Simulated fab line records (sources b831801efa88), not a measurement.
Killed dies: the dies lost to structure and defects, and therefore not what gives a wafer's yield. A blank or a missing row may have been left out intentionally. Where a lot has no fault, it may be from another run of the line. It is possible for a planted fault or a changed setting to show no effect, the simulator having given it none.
A struck lot beside a sound one | flow sky130 | 15 out of 708 route steps
Sound: these wafers, L522.3, L522.5, L522.6. Struck: wafers L534.1, L534.4, L534.5. The cause comes at the end.
Per side, at each step with rows, come the tool, then ch with its chambers, and then its first start. Under that, the readings that differ: sound wafers | struck wafers | difference of the means | sigmas: that difference in standard deviations of wafers without a fault.
alike: same words and numbers on both sides, and readings whose means sit less than 2 such deviations apart. not compared: any withheld reading, any reading some wafer has no value for, any bound like >300 that may hide the same value, and any number with overlapping values for which the record gives no deviation.
A row with sigmas, a row that says differs or no value, or rows on one side alone: a step with any of these is where the two part. Numbers that have no deviation but don't overlap get no sigmas and don't part them. Lack of a reading on every wafer of one side parts them only where that side has two or more wafers.

SKY_PASSIVATION_THK_MEAS_01:
  sound on filmMetro-04 at day 44 06:32; struck on filmMetro-04 at day 47 12:32
  alike: PASSIVATION_CVD_00_THK
SKY_PASSIVATION_CVD_02: deposits Si3N4, target thk 540 nm.
  sound on pecvd-04 ch 0,1,2, day 44 06:35; struck on pecvd-04 ch 0,1,2, day 47 12:35
  alike: heaterPowerOuterW, heaterPowerW
SKY_PASSIVATION_THK_MEAS_03:
  sound on filmMetro-01 at day 44 06:50; struck on filmMetro-01 at day 47 12:49
  alike: PASSIVATION_CVD_02_THK
then, 7 steps without rows for these wafers: SKY_PASSIVATION_DEHYDRATE_04 (time 60 s); SKY_PASSIVATION_HMDS_05 (prime time 60 s); SKY_PASSIVATION_COAT_06 (resist thk 3000 nm); SKY_PASSIVATION_SOFTBAKE_07; SKY_PASSIVATION_EXPOSE_08 (exposes mask NSM, target cd 3000 nm); SKY_PASSIVATION_PEB_09; SKY_PASSIVATION_DEVELOP_10 (develop time 60 s).
SKY_PASSIVATION_ETCH_11: etches the open film in CF4/O2, stops on AlCu, target depth 725 nm, time 161.1 s.
  sound on rieDiel-01 ch 0,3, day 45 04:05; struck on rieDiel-02 ch 1,2,3, day 48 07:06
  alike: drypumpMotorCurrentA, oesProductAu, throttleValvePct
  not compared: rfHoursCounterH
SKY_PASSIVATION_STRIP_12: strips in O2/N2.
  sound on plasmaAsher-02 ch 0,1, day 45 04:14; struck on plasmaAsher-01 ch 0, day 48 07:13
reading                  | sound             | struck            | difference | sigmas
stripTimeToEndpointS (s) | 31.38 31.37 31.58 | 31.78 31.54 31.82 | +0.27      | +2
  alike: drypumpMotorCurrentA, oesProductAu
  not compared: rfHoursCounterH
SKY_PAD_OPEN_DEHYDRATE_00: time 60 s.
  sound on lithoTrack-03 ch 0, day 45 14:46; struck on lithoTrack-04 ch 0, day 48 15:20
reading        | sound             | struck               | difference | sigmas
runLengthS (s) | 88.70 88.69 88.74 | 101.18 101.28 101.12 | +12.48     | +48
then, 1 step without rows for these wafers: SKY_PAD_OPEN_HMDS_01 (prime time 60 s).
SKY_PAD_OPEN_PROBE_99:
  sound on prober-02 at day 46 03:41; struck on prober-02 at day 49 03:28
  alike: defectLimitedYield, killed_at_M0_to_M3, killed_at_M4_up, killedAtContacts, killedAtFrontEnd, killedAtOther, killedDies, killedOpen, killedShort, sort_bin_3_pad_short, sort_bin_5_function, sort_bin_6_memory, sortNPass, sortYieldPct

== WHERE THEY PART ==
Earliest at SKY_PASSIVATION_STRIP_12; latest, in this record, at SKY_PAD_OPEN_DEHYDRATE_00. Later steps at which nothing parts them and some readings are alike: SKY_PAD_OPEN_PROBE_99.

WHY: whatever the simulator had introduced
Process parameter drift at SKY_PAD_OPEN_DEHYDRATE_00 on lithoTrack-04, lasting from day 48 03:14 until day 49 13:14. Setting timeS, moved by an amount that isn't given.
